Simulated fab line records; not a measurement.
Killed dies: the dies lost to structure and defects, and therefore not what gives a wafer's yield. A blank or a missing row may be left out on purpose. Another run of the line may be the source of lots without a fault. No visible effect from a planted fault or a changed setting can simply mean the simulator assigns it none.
A struck lot beside a sound one || flow sky130 || 19 steps out of a route of 708
Sound: wafers L185.2, L185.5, L185.6. Struck: wafers L182.2, L182.5, L182.6. The cause is given at the end.
At each step with rows: each side's tool, then ch and its chambers, then its first start. Under that, the readings that differ: sound wafers || struck wafers || difference of the means || sigmas: that difference in standard deviations of wafers without a fault.
alike: words and numbers the same on both sides, and readings whose means are apart by under 2 such deviations; not compared: readings that were withheld, readings missing a value for some wafer, numbers with overlapping values and no deviation given by the record, and bounds like >300 which may hide the same value.
Wherever a step has rows on one side only, a row that says differs or no value, or a row with sigmas, the two part there. Numbers that don't overlap but have no deviation are shown without sigmas and don't part them. Lack of a reading on every wafer of one side parts them only where that side has two or more wafers.

first, 1 step without rows for these wafers: SKY_FIELD_ISO_ANNEAL_26 (time 1800 s).
SKY_FIELD_ISO_CMP_27: polishes, stops on Si3N4, t overpolish 16 s, target thk 457.8 nm.
  sound on cmp-01 ch 1,2, day 5 12:10; struck on cmp-01 ch 1,2, day 4 22:21
  alike: motorCurrentA, overpolishRunS, timeToEndpointS
then, 5 steps without rows for these wafers: SKY_FIELD_ISO_WET_ETCH_28 (etches SiO2 in dHF, target depth 23.7 nm, time 47 s); SKY_FIELD_ISO_WET_ETCH_29 (etches Si3N4 in H3PO4, target depth 160 nm, time 1825 s); SKY_FIELD_ISO_WET_ETCH_30 (etches SiO2 in dHF, target depth 25 nm, time 50 s); SKY_NWELL_CLEAN_00 (cleans in SC1/SC2, time 150 s); SKY_NWELL_OXIDATION_01 (stabilise 600 s, purge 300 s, target thk 10 nm).
SKY_NWELL_THK_MEAS_02:
  struck on filmMetro-04, day 5 02:02; sound on filmMetro-04, day 5 15:13
  alike: NWELL_OXIDATION_THK
then, 4 steps without rows for these wafers: SKY_DNWELL_DEHYDRATE_00 (time 60 s); SKY_DNWELL_HMDS_01 (prime time 60 s); SKY_DNWELL_COAT_02 (resist thk 3000 nm); SKY_DNWELL_SOFTBAKE_03.
SKY_DNWELL_EXPOSE_04: exposes mask DNM, target cd 3000 nm.
  sound on ilineStepper-01 ch 0, day 6 00:40; struck on ilineStepper-02, day 5 11:15
  no value came back on the struck wafers for exposureDoseMJCm2, focusOffsetNm (nm); on the sound wafers exposureDoseMJCm2 reads 221.82 221.68 222.12
  alike: mask
then, 3 steps without rows for these wafers: SKY_DNWELL_PEB_05; SKY_DNWELL_DEVELOP_06 (develop time 60 s); SKY_DNWELL_IMPLANT_07.
SKY_DNWELL_STRIP_08: strips in O2/N2.
  sound on plasmaAsher-02 ch 0,1, day 6 09:50; struck on plasmaAsher-03 ch 0,1, day 5 19:34
  alike: drypumpMotorCurrentA, oesProductAu, stripTimeToEndpointS
  not compared: rfHoursCounterH
SKY_DNWELL_TW_MEAS_09:
  struck on filmMetro-04, day 5 19:41; sound on filmMetro-02, day 6 09:56
{"reading": "DNWELL_TW", "sound": "1125 1125 1127", "struck": "30 30 30", "difference": -1096, "sigmas": "-99 or more"}
then, 1 step without rows for these wafers: SKY_PWDE_DEHYDRATE_00 (time 60 s).

## WHERE THEY PART
First at SKY_DNWELL_EXPOSE_04; last, within this record, at SKY_DNWELL_TW_MEAS_09.

WHY: the cause the simulator had injected
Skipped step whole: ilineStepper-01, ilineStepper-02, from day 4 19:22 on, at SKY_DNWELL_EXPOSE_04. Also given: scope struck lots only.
